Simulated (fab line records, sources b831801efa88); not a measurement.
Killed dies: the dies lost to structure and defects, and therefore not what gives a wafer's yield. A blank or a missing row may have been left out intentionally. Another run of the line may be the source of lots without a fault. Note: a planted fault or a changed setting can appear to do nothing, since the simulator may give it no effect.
A lot that was struck, set against a sound lot || flow sky130 || 24 out of 708 route steps
Sound: these wafers, L457.2, L457.3, L457.5. Struck: wafers L462.1, L462.3, L462.4. The cause is given at the end.
For every step that has rows: the tool of each side, followed by ch and its chambers, followed by its first start. Under that, the readings that differ: sound wafers || struck wafers || difference of the means || sigmas: that difference in standard deviations of wafers without a fault.
alike: words and numbers the same on both sides, and readings whose means are apart by under 2 such deviations; not compared: readings that were withheld, readings missing a value for some wafer, numbers with overlapping values and no deviation given by the record, and bounds like >300 which may hide the same value.
Wherever a step has rows on one side only, a row that says differs or no value, or a row with sigmas, the two part there. Numbers that have no deviation but don't overlap get no sigmas and don't part them. A reading missing from all wafers of one side parts the sides only when that side holds two or more wafers.

first, 8 steps without rows for these wafers: SKY_RES_XHIGH_DEHYDRATE_00 (time 60 s); SKY_RES_XHIGH_HMDS_01 (prime time 60 s); SKY_RES_XHIGH_COAT_02 (resist thk 1140 nm); SKY_RES_XHIGH_SOFTBAKE_03 (time 60 s); SKY_RES_XHIGH_EXPOSE_04 (exposes mask URPM, target cd 1270 nm); SKY_RES_XHIGH_PEB_05; SKY_RES_XHIGH_DEVELOP_06 (develop time 60 s); SKY_RES_XHIGH_IMPLANT_07.
SKY_RES_XHIGH_STRIP_08: strips in O2/N2.
  sound on plasma_asher-02 ch 0,1, day 30 14:42; struck on plasma_asher-01 ch 0,1, day 31 18:14
  alike: drypump_motor_current_A, oes_product_au, strip_time_to_endpoint_s
  not compared: rf_hours_counter_h
SKY_RES_XHIGH_TW_MEAS_09:
  sound on film_metro-01 at day 30 14:49; struck on film_metro-04 at day 31 18:20
  alike: RES_XHIGH_TW
then, 2 steps without rows for these wafers: SKY_SD_N_DEHYDRATE_00 (time 60 s); SKY_SD_N_HMDS_01 (prime time 60 s).
SKY_SD_N_COAT_02: resist thk 1140 nm.
  sound on litho_track-03 ch 0, day 31 04:03; struck on litho_track-03 ch 0, day 32 07:52
{"reading": "model.NOVOLAK_of_SD_N_COAT_02.thk_nm (nm)", "sound": "1137 1140 1140", "struck": "1267 1273 1272", "difference": "+132", "sigmas": ""}
then, 3 steps without rows for these wafers: SKY_SD_N_SOFTBAKE_03 (time 60 s); SKY_SD_N_EXPOSE_04 (exposes mask NSDM, target cd 380 nm); SKY_SD_N_PEB_05.
SKY_SD_N_DEVELOP_06: develop time 60 s.
  sound on litho_track-02 ch 0, day 31 18:23; struck on litho_track-03 ch 0, day 32 22:25
{"reading": "model.NOVOLAK_of_SD_N_COAT_02.thk_nm (nm)", "sound": "1137 1140 1140", "struck": "1266 1273 1272", "difference": "+131", "sigmas": ""}
SKY_SD_N_CD_MEAS_07 targets a cd of 380 nm.
  sound on cd_sem-02 at day 31 18:31; struck on cd_sem-02 at day 32 22:52
{"reading": "cd_nm (nm)", "sound": "381.7 382.1 382.6", "struck": "372.2 368.5 371.4", "difference": -11.4, "sigmas": -5}
  not compared: hold
SKY_SD_N_OVL_MEAS_08:
  sound on overlay-01 at day 31 18:38; struck on overlay-01 at day 33 01:22
{"reading": "hold", "sound": "- - -", "struck": "await_dispo/2.4h/release await_dispo/2.4h/release await_dispo/2.4h/release", "difference": "no value on the sound wafers", "sigmas": ""}
  alike: SD_N_OVL
then, 2 steps without rows for these wafers: SKY_SD_N_IMPLANT_09; SKY_SD_N_IMPLANT_10.
SKY_SD_N_STRIP_11: strips in O2/N2.
  sound on plasma_asher-01 ch 0,1, day 31 18:58; struck on plasma_asher-03 ch 0,1, day 33 01:53
{"reading": "oes_product_au (a.u.)", "sound": "0.524 0.522 0.523", "struck": "0.537 0.540 0.540", "difference": "+0.016", "sigmas": "+4"}
{"reading": "strip_time_to_endpoint_s (s)", "sound": "22.53 22.57 22.55", "struck": "23.94 24.00 23.99", "difference": "+1.43", "sigmas": "+31"}
  alike: drypump_motor_current_A
  not compared: rf_hours_counter_h
SKY_SD_N_TW_MEAS_12:
  sound on film_metro-03 at day 31 19:04; struck on film_metro-03 at day 33 01:59
  alike: SD_N_TW
-- a jump in the record: the struck wafers' starts before and after are 16 days apart (it breaks off in module SD_N and resumes in module PAD_OPEN, where the first step shown is number 708 of the route) --
SKY_PAD_OPEN_PROBE_99:
  only the struck wafers here have rows in the record (prober-02, day 49 12:43); the sound ones have none

## WHERE THEY PART
Earliest at SKY_SD_N_CD_MEAS_07; latest, in this record, at SKY_PAD_OPEN_PROBE_99.

WHY: what had been put in by the simulator
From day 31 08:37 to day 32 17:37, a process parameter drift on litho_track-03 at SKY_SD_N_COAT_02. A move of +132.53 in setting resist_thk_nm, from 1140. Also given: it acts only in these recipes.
